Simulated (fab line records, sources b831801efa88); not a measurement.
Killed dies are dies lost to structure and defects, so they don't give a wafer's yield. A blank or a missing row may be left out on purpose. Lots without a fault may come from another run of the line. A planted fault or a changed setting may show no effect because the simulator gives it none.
A struck lot beside a sound one | flow sky130 | 15 steps out of a route of 708
Sound: wafers L260.2, L260.4, L260.6. Struck: wafers L275.2, L275.4, L275.6. The cause comes at the end.
At each step with rows: each side's tool, then ch and its chambers, then its first start. Under that, the readings that differ: sound wafers | struck wafers | difference of the means | sigmas: that difference in standard deviations of wafers without a fault.
alike: readings whose means differ by less than 2 such deviations, and words and numbers that are the same on both sides. not compared: withheld readings, readings that some wafer has no value for, bounds like >300 that may hide the same value, and numbers for which the record gives no deviation and whose values overlap.
The two part at a step that has a row with sigmas, a row that says differs or no value, or rows on one side only. Numbers that don't overlap but have no deviation are shown without sigmas and don't part them. A reading that every wafer of one side lacks parts them only if that side has two wafers or more.

SKY_SONOS_ONO_THK_MEAS_03:
  sound on film_metro-03, day 11 22:09; struck on film_metro-02, day 16 07:14
  alike: SONOS_ONO_CVD_02_THK
then, 1 step without rows for these wafers: SKY_SONOS_ONO_CVD_04 (deposits SiO2 from SiH4/N2O, target thk 5.7199 nm).
SKY_SONOS_ONO_THK_MEAS_05:
  sound on film_metro-02, day 11 23:28; struck on film_metro-02, day 16 08:34
  alike: SONOS_ONO_CVD_04_THK
then, 7 steps without rows for these wafers: SKY_SONOS_ONO_DEHYDRATE_06 (time 60 s); SKY_SONOS_ONO_HMDS_07 (prime time 60 s); SKY_SONOS_ONO_COAT_08 (resist thk 1140 nm); SKY_SONOS_ONO_SOFTBAKE_09 (time 60 s); SKY_SONOS_ONO_EXPOSE_10 (exposes mask ONOM, target cd 410 nm); SKY_SONOS_ONO_PEB_11; SKY_SONOS_ONO_DEVELOP_12 (develop time 60 s).
SKY_SONOS_ONO_CD_MEAS_13: target cd 410 nm.
  sound on cd_sem-02, day 12 23:02; struck on cd_sem-01, day 17 13:02
  alike: cd_nm
SKY_SONOS_ONO_OVL_MEAS_14:
  sound on overlay-02, day 12 23:08; struck on overlay-02, day 17 13:08
  alike: SONOS_ONO_OVL
SKY_SONOS_ONO_ETCH_15: etches the open film in CHF3/O2, target depth 19.52 nm, time 7.8 s.
  sound on rie_diel-04 ch 1,3, day 12 23:10; struck on rie_diel-04 ch 0,1, day 17 13:10
  reading                               | sound             | struck            | difference | sigmas
  oes_product_au (a.u.)                 | 0.993 1.009 1.003 | 0.955 0.935 0.963 | -0.051     | -5
  rf_fwd_power_W (W)                    | 591 590 589       | 490 493 491       | -99        | -28
  throttle_valve_pct (%)                | 8.828 8.831 8.829 | 8.800 8.787 8.816 | -0.028     | -3
  model.etch.depth_nm (nm)              | 19.32 19.61 19.64 | 18.13 17.78 18.19 | -1.49      |
  model.SONOS_ONO.feature_depth_nm (nm) | 19.32 19.61 19.64 | 18.13 17.78 18.19 | -1.49      |
  alike: chamber_pressure_mTorr, drypump_motor_current_A
  not compared: rf_hours_counter_h
then, 1 step without rows for these wafers: SKY_SONOS_ONO_WET_ETCH_16 (etches SiO2 in dHF, target depth 14 nm, time 280 s).
SKY_PAD_OPEN_PROBE_99:
  the record has rows for the sound wafers here (prober-02, day 45 19:11) and none for the struck ones

WHERE THEY PART
First at SKY_SONOS_ONO_ETCH_15; last, within this record, at SKY_PAD_OPEN_PROBE_99.

WHY: what the simulator had put in
Process parameter drift: rie_diel-04, from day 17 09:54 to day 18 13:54, at SKY_SONOS_ONO_ETCH_15. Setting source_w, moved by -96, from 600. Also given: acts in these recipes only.
